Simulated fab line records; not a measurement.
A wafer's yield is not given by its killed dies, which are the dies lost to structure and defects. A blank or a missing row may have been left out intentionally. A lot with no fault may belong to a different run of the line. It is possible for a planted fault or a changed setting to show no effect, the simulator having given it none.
fab line records    flow sky130
[record] lots = 6  wafers = 18  last-day = 50
route steps=708 shown LOCAL_INTERCONNECT@394 CONTACT@406
lots with no fault: from the same line, run without faults
start-h: start of the lot's first displayed wafer, in hours after the record's first day    wait-h: hours from the lot's prior step to this one    " the same as in the row above    L1.1+2: several wafers, shown together as one row    - no value present, or no start provided    * or withheld: withheld    < > ~ a bound
route shown NAME@n: a module of which the file shows steps, and the number in the route of the first    usual: the fault-free wafers' mean and standard deviation    same: alike in all rows    chamber/n: place in a boat    sites: per-site readings    _std_site: their standard deviation    _edge_site: the outer-site mean with the inner-site mean subtracted    radius-mm: how far each site lies from the wafer's centre    mask NAME#n: copy n    behind: the most recent tool/chamber to have shaped the wafer    hold: why the lot was held/for how many hours/how that ended    device: names the non-switching transistor (n, p or np)    end of line: tests run on the same wafers once the route is complete    a step given without rows: its recipe and nothing more    killed: count of dies lost to structure and defects at first sort (not the wafer's yield)    map: a wafer's dies, marking killed ones x, the rest . and places with no die _
set.NAME: the run value of the setting; set.NAME@STEP: its run value at that earlier step    model.NAME: the simulator's own value behind a step, which no gauge read
lots at some steps of the route; a table a step, a row a wafer
services: the hour from which a tool's chamber was out of use, counted from the record's first day as start-h (under 0 if before that day), plus the number of hours and why
[[steps]]
[step SKY_LOCAL_INTERCONNECT_SOFTBAKE_07]
[recipe] temp-c = 100  time-s = 90  resist = KrF-thick
[step SKY_LOCAL_INTERCONNECT_EXPOSE_08]
[recipe] mask-id = LI1M  na = 0.8  source-shape = annular  sigma-inner = 0.55  sigma-outer = 0.85  target-cd-nm = 170  dose-mj = 28
[step SKY_LOCAL_INTERCONNECT_PEB_09]
[recipe] peb-temp-c = withheld  peb-time-s = withheld  resist = KrF-thick
[step SKY_LOCAL_INTERCONNECT_DEVELOP_10]
[recipe] develop-time-s = 60  resist = KrF-thick  dev-temp-c = 21
[step SKY_LOCAL_INTERCONNECT_CD_MEAS_11]
[recipe] target-cd-nm = 170
[usual] cd-nm = 170.2/1.5
lot.wafer  tool       chamber  start-h  wait-h  cd-nm
L693.3     cd-sem-02  -        728.05   -       169.7
L693.5     "          -        "        "       170.3
L693.6     "          -        "        "       172.9
L698.2     cd-sem-01  -        774.23   -       169.6
L698.4     "          -        "        "       169.5
L698.5     "          -        "        "       170.0
L702.1     cd-sem-02  -        805.51   -       170.4
L702.3     "          -        "        "       169.3
L702.6     "          -        "        "       168.8
L703.1     cd-sem-02  -        806.46   -       169.9
L703.4     "          -        "        "       169.5
L703.6     "          -        "        "       169.0
L706.1     cd-sem-01  -        827.76   -       169.1
L706.3     "          -        "        "       170.9
L706.5     "          -        "        "       170.1
L711.2     cd-sem-02  -        876.53   -       171.2
L711.3     "          -        "        "       169.0
L711.6     "          -        "        "       171.0
[step SKY_LOCAL_INTERCONNECT_OVL_MEAS_12]
[usual] LOCAL_INTERCONNECT_OVL = -3/5.9
lot.wafer  tool        chamber  start-h  wait-h  LOCAL_INTERCONNECT_OVL[nm]
L693.3     overlay-02  -        728.15   0.1     -4
L693.5     "           -        "        "       -8
L693.6     "           -        "        "       -5
L698.2     overlay-01  -        774.33   0.1     -4
L698.4     "           -        "        "       -9
L698.5     "           -        "        "       -7
L702.1     overlay-02  -        805.63   0.1     -8
L702.3     "           -        "        "       -7
L702.6     "           -        "        "       -2
L703.1     overlay-02  -        806.58   0.1     -2
L703.4     "           -        "        "       4
L703.6     "           -        "        "       1
L706.1     overlay-02  -        827.88   0.1     -6
L706.3     "           -        "        "       -6
L706.5     "           -        "        "       -6
L711.2     overlay-02  -        876.64   0.1     -1
L711.3     "           -        "        "       -6
L711.6     "           -        "        "       -5
[step SKY_LOCAL_INTERCONNECT_ETCH_13]
[recipe] chemistry = N2/H2  target = BARC  ion-energy-ev = 200  bias-w = 100  pressure-mtorr = 30  n2-flow-sccm = 100  h2-flow-sccm = 200  icp-w = 500  stop-on = SiO2  time-s = 45.9  target-depth-a = 600
[usual] drypump-motor-current-A = 6.3/0.35  oes-product-au = 0.855/0.0051  throttle-valve-pct = 13.225/0.0085
lot.wafer  tool          chamber  start-h  wait-h  drypump-motor-current-A  oes-product-au  rf-hours-counter-h  throttle-valve-pct
L693.3     rie-metal-04  1        728.19   0.0     6.6                      0.857           -                   13.226
L693.5     "             0        "        "       6.1                      0.852           -                   13.232
L693.6     "             1        "        "       6.7                      0.852           -                   13.223
L698.2     rie-metal-03  0        774.38   0.0     6.1                      0.862           -                   13.242
L698.4     "             0        "        "       6.1                      0.859           -                   13.227
L698.5     "             0        "        "       6.1                      0.856           -                   13.220
L702.1     rie-metal-04  1        805.67   0.0     6.6                      0.858           8                   13.224
L702.3     "             1        "        "       6.6                      0.854           -                   13.236
L702.6     "             1        "        "       6.6                      0.867           -                   13.213
L703.1     rie-metal-01  1        806.62   0.0     6.7                      0.854           7                   13.238
L703.4     "             1        "        "       6.7                      0.855           -                   13.227
L703.6     "             1        "        "       6.7                      0.856           -                   13.234
L706.1     rie-metal-01  1        827.91   0.0     6.7                      0.848           8                   13.220
L706.3     "             0        "        "       5.9                      0.848           -                   13.208
L706.5     "             0        "        "       5.9                      0.850           -                   13.217
L711.2     rie-metal-01  0        876.67   0.0     5.9                      0.860           3                   13.237
L711.3     "             1        "        "       6.7                      0.865           -                   13.236
L711.6     "             0        "        "       5.9                      0.858           -                   13.234
[step SKY_LOCAL_INTERCONNECT_METAL_ETCH_14]
[recipe] target-depth-nm = 110  stop-on = PSG  chemistry = Cl2/BCl3  target = TiN  resist-sidewall-deg = 88  pressure-mtorr = 10  icp-w = 900  bias-w = 48.5  Cl2_flow_sccm = 60  bcl3-flow-sccm = 30  time-s = 31.4
[usual] drypump-motor-current-A = 6.3/0.35  oes-product-au = 0.942/0.0068  throttle-valve-pct = 21.901/0.01
lot.wafer  tool          chamber  start-h  wait-h  drypump-motor-current-A  oes-product-au  rf-hours-counter-h  throttle-valve-pct
L693.3     rie-metal-04  1        728.25   0.0     6.6                      0.939           -                   21.917
L693.5     "             0        "        "       6.1                      0.944           -                   21.906
L693.6     "             1        "        "       6.6                      0.942           -                   21.911
L698.2     rie-metal-03  0        774.51   0.1     6.2                      0.929           -                   21.910
L698.4     "             0        "        "       6.1                      0.932           -                   21.915
L698.5     "             0        "        "       6.2                      0.931           -                   21.922
L702.1     rie-metal-04  1        805.73   0.0     6.6                      0.953           8                   21.905
L702.3     "             1        "        "       6.6                      0.947           -                   21.912
L702.6     "             1        "        "       6.6                      0.951           -                   21.906
L703.1     rie-metal-01  1        806.75   0.1     6.6                      0.948           7                   21.900
L703.4     "             1        "        "       6.7                      0.934           -                   21.895
L703.6     "             1        "        "       6.6                      0.935           -                   21.895
L706.1     rie-metal-01  1        827.98   0.0     6.7                      0.941           8                   21.885
L706.3     "             0        "        "       5.9                      0.942           -                   21.920
L706.5     "             0        "        "       5.9                      0.938           -                   21.901
L711.2     rie-metal-01  0        876.73   0.0     5.9                      0.949           3                   21.883
L711.3     "             1        "        "       6.6                      0.945           -                   21.885
L711.6     "             0        "        "       5.9                      0.942           -                   21.903
[step SKY_LOCAL_INTERCONNECT_STRIP_15]
[recipe] chemistry = O2/N2  power-w = 1400  pressure-mtorr = 1500  platen-temp-c = withheld  o2-flow-sccm = 3000  n2-flow-sccm = 300  overash-fraction = 0.5
[step SKY_LOCAL_INTERCONNECT_STRIP_16]
[recipe] chemistry = post-etch-residue-remover  time-s = 1200  temp-c = 72.5
[step SKY_LOCAL_INTERCONNECT_CLEAN_17]
[recipe] chemistry = IPA  time-s = 180  temp-c = 25
[step SKY_LOCAL_INTERCONNECT_CLEAN_18]
[recipe] chemistry = O3/DIW  dry = n2-spin
[step SKY_CONTACT_CVD_00]
[recipe] material = Si3N4  target-thk-nm = 75  temp-c = 400  time-s = withheld  rf-w = 450
[usual] heater-power-w = 696/90  susceptor-temp-C = 399.96/0.22
lot.wafer  tool      chamber  start-h  wait-h  heater-power-w  susceptor-temp-C  model.Si3N4_of_CONTACT_CVD_00.thk-nm
L693.3     pecvd-01  0        728.88   0.0     600             399.72            73.98
L693.5     "         1        "        "       653             400.13            74.82
L693.6     "         2        "        "       608             400.07            73.91
L698.2     pecvd-03  1        775.23   0.0     920             400.00            73.95
L698.4     "         1        "        "       894             399.98            75.22
L698.5     "         1        "        "       905             399.60            76.47
L702.1     pecvd-01  2        806.38   0.0     630             399.98            74.35
L702.3     "         1        "        "       617             400.06            74.64
L702.6     "         1        "        "       644             399.88            75.32
L703.1     pecvd-03  0        807.48   0.0     632             400.27            90.37
L703.4     "         0        "        "       652             399.92            91.24
L703.6     "         1        "        "       887             400.07            75.66
L706.1     pecvd-03  0        828.63   0.0     662             400.05            90.14
L706.3     "         2        "        "       759             400.19            75.48
L706.5     "         0        "        "       675             399.93            90.6
L711.2     pecvd-01  1        877.44   0.0     609             400.46            75.36
L711.3     "         0        "        "       655             399.73            75.48
L711.6     "         0        "        "       644             400.01            75.57
[step SKY_CONTACT_THK_MEAS_01]
[recipe] reads = Si3N4_of_CONTACT_CVD_00
[usual] CONTACT_CVD_00_THK = 74.8/0.92
lot.wafer  tool           chamber  start-h  wait-h  hold                      CONTACT_CVD_00_THK[nm]
L693.3     film-metro-01  -        728.93   -       -                         73.9
L693.5     "              -        "        "       -                         74.9
L693.6     "              -        "        "       -                         73.9
L698.2     film-metro-02  -        775.29   -       -                         73.9
L698.4     "              -        "        "       -                         75.2
L698.5     "              -        "        "       -                         76.5
L702.1     film-metro-04  -        806.41   -       -                         74.3
L702.3     "              -        "        "       -                         74.6
L702.6     "              -        "        "       -                         75.3
L703.1     film-metro-04  -        807.51   -       await-dispo/0.2h/release  90.4
L703.4     "              -        "        "       await-dispo/0.2h/release  91.3
L703.6     "              -        "        "       await-dispo/0.2h/release  75.7
L703.1     film-metro-04  -        807.74   0.2     -                         90.4
L703.4     "              -        "        "       -                         91.3
L703.6     "              -        "        "       -                         75.6
L706.1     film-metro-02  -        828.68   -       await-dispo/0.2h/release  90.1
L706.3     "              -        "        "       await-dispo/0.2h/release  75.5
L706.5     "              -        "        "       await-dispo/0.2h/release  90.6
L706.1     film-metro-02  -        828.90   0.2     -                         90.2
L706.3     "              -        "        "       -                         75.5
L706.5     "              -        "        "       -                         90.6
L711.2     film-metro-01  -        877.49   -       -                         75.3
L711.3     "              -        "        "       -                         75.5
L711.6     "              -        "        "       -                         75.7
[step SKY_CONTACT_THK_MEAS_03]
[recipe] reads = SiO2_of_CONTACT_HDPCVD_02
[usual] CONTACT_HDPCVD_THK = 567/5.4
lot.wafer  tool           chamber  start-h  wait-h  CONTACT_HDPCVD_THK[nm]
L693.3     film-metro-02  -        729.06   0.1     565
L693.5     "              -        "        "       554
L693.6     "              -        "        "       566
L698.2     film-metro-02  -        775.42   0.0     563
L698.4     "              -        "        "       565
L698.5     "              -        "        "       574
L702.1     film-metro-01  -        806.54   0.0     571
L702.3     "              -        "        "       569
L702.6     "              -        "        "       572
L703.1     film-metro-01  -        809.61   0.0     568
L703.4     "              -        "        "       563
L703.6     "              -        "        "       560
L706.1     film-metro-01  -        832.66   0.0     568
L706.3     "              -        "        "       562
L706.5     "              -        "        "       566
L711.2     film-metro-01  -        877.62   0.0     573
L711.3     "              -        "        "       577
L711.6     "              -        "        "       570
[step SKY_CONTACT_CMP_04]
[recipe] material = SiO2  down-force-psi = 4  platen-rpm = 60  pad-velocity-m-s = 0.94248
[usual] motor-current-A = 10.8/1.3
lot.wafer  tool    chamber  start-h  wait-h  motor-current-A
L693.3     cmp-01  3        729.20   0.1     11.5
L693.6     "       1        "        "       11.1
L693.5     "       2        "        "       9.2
L698.4     cmp-01  1        775.47   0.0     11.6
L698.2     "       3        "        "       11.5
L698.5     "       1        "        "       11.3
L702.1     cmp-02  3        806.60   0.1     11.5
L702.3     "       1        "        "       13.0
L702.6     "       3        "        "       11.6
L703.1     cmp-01  3        809.72   0.1     11.7
L703.4     "       0        "        "       10.3
L703.6     "       3        "        "       11.7
L706.1     cmp-01  3        832.77   0.1     11.4
L706.3     "       1        "        "       11.3
L706.5     "       3        "        "       11.4
L711.2     cmp-02  3        877.96   0.3     11.3
L711.3     "       0        "        "       9.2
L711.6     "       2        "        "       11.3
[step SKY_CONTACT_BOW_MEAS_05]
[recipe] mode = bow
[usual] CONTACT_BOW = 82/7.4
lot.wafer  tool           chamber  start-h  wait-h  CONTACT_BOW[um]
L693.3     film-metro-04  -        729.44   0.2     66
L693.5     "              -        "        "       85
L693.6     "              -        "        "       77
L698.2     film-metro-01  -        775.79   0.2     79
L698.4     "              -        "        "       80
L698.5     "              -        "        "       75
L702.1     film-metro-01  -        806.90   0.2     90
L702.3     "              -        "        "       83
L702.6     "              -        "        "       75
L703.1     film-metro-02  -        809.97   0.2     94
L703.4     "              -        "        "       102
L703.6     "              -        "        "       82
L706.1     film-metro-04  -        833.02   0.2     89
L706.3     "              -        "        "       86
L706.5     "              -        "        "       83
L711.2     film-metro-04  -        878.18   0.2     81
L711.3     "              -        "        "       80
L711.6     "              -        "        "       78
[step SKY_CONTACT_DEHYDRATE_06]
[recipe] temp-c = 200  time-s = 60
[step SKY_CONTACT_HMDS_07]
[recipe] prime-time-s = 60  prime-temp-c = 120
[step SKY_CONTACT_COAT_08]
[recipe] resist = BARC  temp-c = withheld  time-s = withheld  spin-rpm = 3000  resist-thk-nm = 60
[step SKY_CONTACT_COAT_09]
[recipe] resist = KrF-thick  spin-rpm = 3000  resist-thk-nm = 450
[step SKY_CONTACT_SOFTBAKE_10]
[recipe] temp-c = 100  time-s = 90  resist = KrF-thick
[step SKY_CONTACT_EXPOSE_11]
[recipe] mask-id = CTM1  na = 0.8  source-shape = annular  sigma-inner = 0.55  sigma-outer = 0.85  target-cd-nm = 170  dose-mj = 38
[step SKY_CONTACT_PEB_12]
[recipe] peb-temp-c = withheld  peb-time-s = withheld  resist = KrF-thick
[step SKY_CONTACT_DEVELOP_13]
[recipe] develop-time-s = 60  resist = KrF-thick  dev-temp-c = 21
[step SKY_CONTACT_CD_MEAS_14]
[recipe] target-cd-nm = 170
[usual] cd-nm = 170.1/1.5
lot.wafer  tool       chamber  start-h  wait-h  cd-nm
L693.3     cd-sem-01  -        756.40   -       169.6
L693.5     "          -        "        "       170.0
L693.6     "          -        "        "       169.9
L698.2     cd-sem-01  -        801.16   -       168.2
L698.4     "          -        "        "       167.9
L698.5     "          -        "        "       168.0
L702.1     cd-sem-01  -        833.54   -       169.9
L702.3     "          -        "        "       168.8
L702.6     "          -        "        "       169.8
L703.1     cd-sem-01  -        834.41   -       169.7
L703.4     "          -        "        "       169.9
L703.6     "          -        "        "       170.5
L706.1     cd-sem-02  -        855.04   -       171.9
L706.3     "          -        "        "       171.4
L706.5     "          -        "        "       172.5
L711.2     cd-sem-01  -        903.36   -       171.1
L711.3     "          -        "        "       169.8
L711.6     "          -        "        "       170.2
[step SKY_CONTACT_OVL_MEAS_15]
[usual] CONTACT_OVL = 1/5.6
lot.wafer  tool        chamber  start-h  wait-h  CONTACT_OVL[nm]
L693.3     overlay-02  -        756.49   0.1     1
L693.5     "           -        "        "       -1
L693.6     "           -        "        "       -3
L698.2     overlay-02  -        801.26   0.1     -4
L698.4     "           -        "        "       -3
L698.5     "           -        "        "       1
L702.1     overlay-02  -        833.66   0.1     2
L702.3     "           -        "        "       -1
L702.6     "           -        "        "       -6
L703.1     overlay-02  -        834.53   0.1     3
L703.4     "           -        "        "       -3
L703.6     "           -        "        "       -8
L706.1     overlay-01  -        855.16   0.1     1
L706.3     "           -        "        "       -2
L706.5     "           -        "        "       -1
L711.2     overlay-02  -        903.46   0.1     2
L711.3     "           -        "        "       8
L711.6     "           -        "        "       7
[step SKY_CONTACT_ETCH_16]
[recipe] chemistry = N2/H2  target = BARC  ion-energy-ev = 200  source-w = 500  bias-w = 100  pressure-mtorr = 30  n2-flow-sccm = 100  h2-flow-sccm = 200  stop-on = SiO2  time-s = 45.9  target-depth-a = 600
[usual] drypump-motor-current-A = 5.7/0.47  oes-product-au = 0.855/0.0041  throttle-valve-pct = 13.226/0.0093
lot.wafer  tool         chamber  start-h  wait-h  drypump-motor-current-A  oes-product-au  rf-hours-counter-h  throttle-valve-pct
L693.3     rie-diel-01  1        756.52   0.0     5.3                      0.853           23                  13.236
L693.5     "            3        "        "       5.8                      0.856           -                   13.211
L693.6     "            0        "        "       6.5                      0.853           -                   13.226
L698.2     rie-diel-03  3        801.29   0.0     5.9                      0.859           18                  13.227
L698.4     "            1        "        "       4.7                      0.854           0                   13.217
L698.5     "            3        "        "       5.8                      0.860           -                   13.229
L702.1     rie-diel-03  3        833.69   0.0     5.9                      0.859           19                  13.217
L702.3     "            2        "        "       5.9                      0.856           23                  13.240
L702.6     "            1        "        "       4.7                      0.856           -                   13.213
L703.1     rie-diel-01  2        834.57   0.0     5.7                      0.855           5                   13.229
L703.4     "            2        "        "       5.7                      0.854           -                   13.218
L703.6     "            1        "        "       5.3                      0.865           -                   13.238
L706.1     rie-diel-01  0        855.19   0.0     6.6                      0.845           10                  13.218
L706.3     "            1        "        "       5.3                      0.858           26                  13.222
L706.5     "            2        "        "       5.7                      0.856           -                   13.219
L711.2     rie-diel-01  2        903.49   0.0     5.7                      0.851           7                   13.226
L711.3     "            0        "        "       6.5                      0.857           12                  13.226
L711.6     "            1        "        "       5.3                      0.854           -                   13.218
[step SKY_CONTACT_ETCH_17]
[recipe] target = SiO2  chemistry = C4F8/O2/Ar  stop-on = Si3N4  mask-material = KrF-thick  source-w = 1500  bias-w = 1200  pressure-mtorr = 40  c4f8-flow-sccm = withheld  O2_flow_sccm = 6  Ar_flow_sccm = 300  time-s = withheld  target-depth-a = 3400
[step SKY_CONTACT_ETCH_18]
[recipe] target = Si3N4  chemistry = CHF3/O2  stop-on = TiN  source-w = 600  bias-w = 200  pressure-mtorr = 40  chf3-flow-sccm = 50  O2_flow_sccm = 5  time-s = 39  target-depth-a = 750
[usual] drypump-motor-current-A = 5.7/0.47  oes-product-au = 0.854/0.007  throttle-valve-pct = 8.792/0.0087
lot.wafer  tool         chamber  start-h  wait-h  drypump-motor-current-A  oes-product-au  rf-hours-counter-h  throttle-valve-pct  model.etch.depth-nm
L693.3     rie-diel-01  1        -        -       5.3                      0.854           23                  8.791               73.98
L693.5     "            3        "        "       5.8                      0.854           -                   8.777               74.82
L693.6     "            0        "        "       6.5                      0.848           -                   8.804               73.91
L698.2     rie-diel-03  3        -        -       5.9                      0.851           18                  8.781               73.95
L698.4     "            1        "        "       4.7                      0.856           0                   8.805               75.22
L698.5     "            3        "        "       5.8                      0.857           -                   8.799               76.47
L702.1     rie-diel-03  3        -        -       5.8                      0.859           19                  8.792               74.35
L702.3     "            2        "        "       5.9                      0.854           23                  8.784               74.64
L702.6     "            1        "        "       4.7                      0.851           -                   8.799               75.32
L703.1     rie-diel-01  2        -        -       5.7                      0.961           5                   8.819               90.37
L703.4     "            2        "        "       5.7                      0.954           -                   8.823               91.24
L703.6     "            1        "        "       5.3                      0.864           -                   8.795               75.66
L706.1     rie-diel-01  0        -        -       6.5                      0.955           10                  8.821               90.14
L706.3     "            1        "        "       5.3                      0.854           26                  8.795               75.48
L706.5     "            2        "        "       5.7                      0.960           -                   8.818               90.6
L711.2     rie-diel-01  2        -        -       5.7                      0.853           7                   8.791               75.36
L711.3     "            0        "        "       6.6                      0.863           12                  8.790               75.48
L711.6     "            1        "        "       5.3                      0.861           -                   8.804               75.57
[step SKY_CONTACT_STRIP_19]
[recipe] chemistry = O2/N2  power-w = 1400  pressure-mtorr = 1500  platen-temp-c = withheld  o2-flow-sccm = 3000  n2-flow-sccm = 300  overash-fraction = 0.5
[usual] drypump-motor-current-A = 5.5/0.52  oes-product-au = 0.381/0.0048  strip-time-to-endpoint-s = 3.617/0.029
lot.wafer  tool             chamber  start-h  wait-h  drypump-motor-current-A  oes-product-au  rf-hours-counter-h  strip-time-to-endpoint-s
L693.3     plasma-asher-02  1        756.68   -       4.8                      0.385           -                   3.665
L693.5     "                1        "        "       4.8                      0.390           -                   3.678
L693.6     "                0        "        "       6.0                      0.379           -                   3.658
L698.2     plasma-asher-04  0        801.42   -       5.6                      0.387           6                   3.634
L698.4     "                0        "        "       5.6                      0.390           -                   3.630
L698.5     "                1        "        "       5.0                      0.381           -                   3.629
L702.1     plasma-asher-02  0        833.82   -       6.0                      0.370           103                 3.612
L702.3     "                1        "        "       4.8                      0.381           -                   3.591
L702.6     "                1        "        "       4.7                      0.387           -                   3.628
L703.1     plasma-asher-03  1        834.70   -       5.4                      0.383           68                  3.633
L703.4     "                0        "        "       6.1                      0.381           -                   3.640
L703.6     "                0        "        "       6.1                      0.376           -                   3.594
L706.1     plasma-asher-04  1        855.32   -       5.0                      0.389           12                  3.623
L706.3     "                1        "        "       5.0                      0.380           -                   3.610
L706.5     "                1        "        "       5.0                      0.378           -                   3.637
L711.2     plasma-asher-02  0        903.62   -       6.0                      0.376           111                 3.616
L711.3     "                0        "        "       6.1                      0.386           -                   3.636
L711.6     "                1        "        "       4.8                      0.383           -                   3.614
[[services]]
tool             chamber  start-h  hours  kind
rie-metal-04     -        705.80   2.8    pm
rie-diel-01      2        707.07   6.9    repair
cmp-02           -        713.59   10.9   pm
plasma-asher-04  -        733.75   9.0    pm
cmp-01           -        739.09   3.9    pm
cmp-01           -        742.95   6.6    pm
rie-diel-01      1        745.26   1.8    repair
cmp-01           -        750.00   0.5    repair
pecvd-03         -        752.58   5.5    pm
rie-diel-03      -        762.35   2.8    pm
cmp-01           -        762.51   3.1    repair
rie-diel-03      0        774.18   4.5    repair
pecvd-03         -        777.13   1.0    repair
pecvd-03         -        783.57   6.0    pm
rie-metal-04     -        784.35   0.4    repair
rie-diel-03      -        787.55   0.2    repair
rie-diel-01      -        804.79   2.7    pm
pecvd-01         -        809.68   0.8    repair
rie-diel-03      0        822.64   36.7   repair
rie-diel-01      0        834.03   5.8    repair
pecvd-01         -        855.73   3.2    repair
rie-metal-04     -        858.97   14.6   pm
pecvd-03         -        888.60   5.0    repair
rie-diel-03      -        890.59   4.3    pm
[[key]]
[first-sign] step = SKY_CONTACT_THK_MEAS_01  reading = visit  direction = added
[effect] step = SKY_CONTACT_THK_MEAS_01  reading = CONTACT_CVD_00_THK  direction = up  sigmas = 17  usual = 74.8  struck = 90.6
[effect] step = SKY_CONTACT_ETCH_18  reading = oes-product-au  direction = up  sigmas = 15  usual = 0.854  struck = 0.957
[model-effect] step = SKY_CONTACT_CVD_00  value = Si3N4_of_CONTACT_CVD_00.thk-nm  without = 74.9  struck = 90.59
[model-effect] step = SKY_CONTACT_ETCH_18  value = etch.depth-nm  without = 74.9  struck = 90.59
met-at SKY_CONTACT_CVD_00
struck-wafers L703.1,L703.4,L706.1,L706.5
sort-left-out L706.1,L706.5
tester-left-out L703,L706
[fault] kind = process-parameter-drift  tool = pecvd-03  chamber = 0  onset-h = 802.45  steps = SKY_CONTACT_CVD_00  channel = target-thk-nm  offset = 15.704  shape = step  end-h = 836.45  acts-in = these-recipes-only  stated = 75
// tester-left-out: of these lots the tester's yield and bins aren't shown, on N5 and GAA mostly nor the transistor test; their killed dies are dies lost to structure and defects alone, not to doping, threshold or leakage, so they don't give the yield
// sort-left-out: the simulated sort isn't trusted on such a fault, so these wafers' sort isn't shown, and their yield isn't known
